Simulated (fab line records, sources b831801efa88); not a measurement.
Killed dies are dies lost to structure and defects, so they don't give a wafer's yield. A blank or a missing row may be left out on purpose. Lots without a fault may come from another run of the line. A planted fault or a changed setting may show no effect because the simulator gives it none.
A struck lot beside a sound one | flow gf180mcu | 17 steps out of a route of 602
Sound: wafers L334.2, L334.3, L334.6. Struck: wafers L328.1, L328.4, L328.6. The cause comes at the end.
At each step with rows: each side's tool, then ch and its chambers, then its first start. Under that, the readings that differ: sound wafers | struck wafers | difference of the means | sigmas: that difference in standard deviations of wafers without a fault.
alike: readings whose means differ by less than 2 such deviations, and words and numbers that are the same on both sides. not compared: withheld readings, readings that some wafer has no value for, bounds like >300 that may hide the same value, and numbers for which the record gives no deviation and whose values overlap.
The two part at a step that has a row with sigmas, a row that says differs or no value, or rows on one side only. Numbers that don't overlap but have no deviation are shown without sigmas and don't part them. A reading that every wafer of one side lacks parts them only if that side has two wafers or more.

first, 3 steps without rows for these wafers: GF_MVPSD_EXPOSE_04 (exposes mask MVPSD, target cd 1000 nm); GF_MVPSD_PEB_05; GF_MVPSD_DEVELOP_06 (develop time 60 s).
GF_MVPSD_OVL_MEAS_07:
  sound on overlay-01, day 9 09:44; struck on overlay-01, day 7 17:14
  alike: MVPSD_OVL
then, 2 steps without rows for these wafers: GF_MVPSD_IMPLANT_08; GF_MVPSD_IMPLANT_09.
GF_MVPSD_STRIP_10: strips in O2/N2.
  sound on plasma_asher-02 ch 0,1, day 9 10:04; struck on plasma_asher-02 ch 0,1, day 7 17:34
  alike: drypump_motor_current_A, heater_power_w, oes_product_au, platen_temp_c, strip_time_to_endpoint_s
  not compared: rf_hours_counter_h
GF_MVPSD_TW_MEAS_11:
  sound on film_metro-02, day 9 10:11; struck on film_metro-02, day 7 17:40
  alike: MVPSD_TW
then, 4 steps without rows for these wafers: GF_VT_IMPLANT_DEHYDRATE_00 (time 60 s); GF_VT_IMPLANT_HMDS_01 (prime time 60 s); GF_VT_IMPLANT_COAT_02 (resist thk 1000 nm); GF_VT_IMPLANT_SOFTBAKE_03 (time 60 s).
GF_VT_IMPLANT_EXPOSE_04: exposes mask LVPWELL LV AREA, target cd 600 nm.
  sound on iline_stepper-01 ch 0, day 9 18:30; struck on iline_stepper-02 ch 0, day 8 01:38
  reading                            | sound                   | struck               | difference | sigmas
  model.VT_IMPLANT.overlay_x_nm (nm) | -0.8469 -0.8469 -0.8469 | -96.14 -96.14 -96.14 | -95.29     |
  alike: mask, exposure_dose_mJ_cm2, focus_offset_nm
then, 2 steps without rows for these wafers: GF_VT_IMPLANT_PEB_05; GF_VT_IMPLANT_DEVELOP_06 (develop time 60 s).
GF_VT_IMPLANT_OVL_MEAS_07:
  sound on overlay-02, day 10 02:53; struck on overlay-01, day 8 08:29
  reading             | sound         | struck            | difference | sigmas
  VT_IMPLANT_OVL (nm) | -2.0 0.8 -0.9 | -98.4 -97.3 -97.5 | -97.0      | -65
then, 1 step without rows for these wafers: GF_VT_IMPLANT_IMPLANT_08.

WHERE THEY PART
Only at GF_VT_IMPLANT_OVL_MEAS_07, within this record.

WHY: what the simulator had put in
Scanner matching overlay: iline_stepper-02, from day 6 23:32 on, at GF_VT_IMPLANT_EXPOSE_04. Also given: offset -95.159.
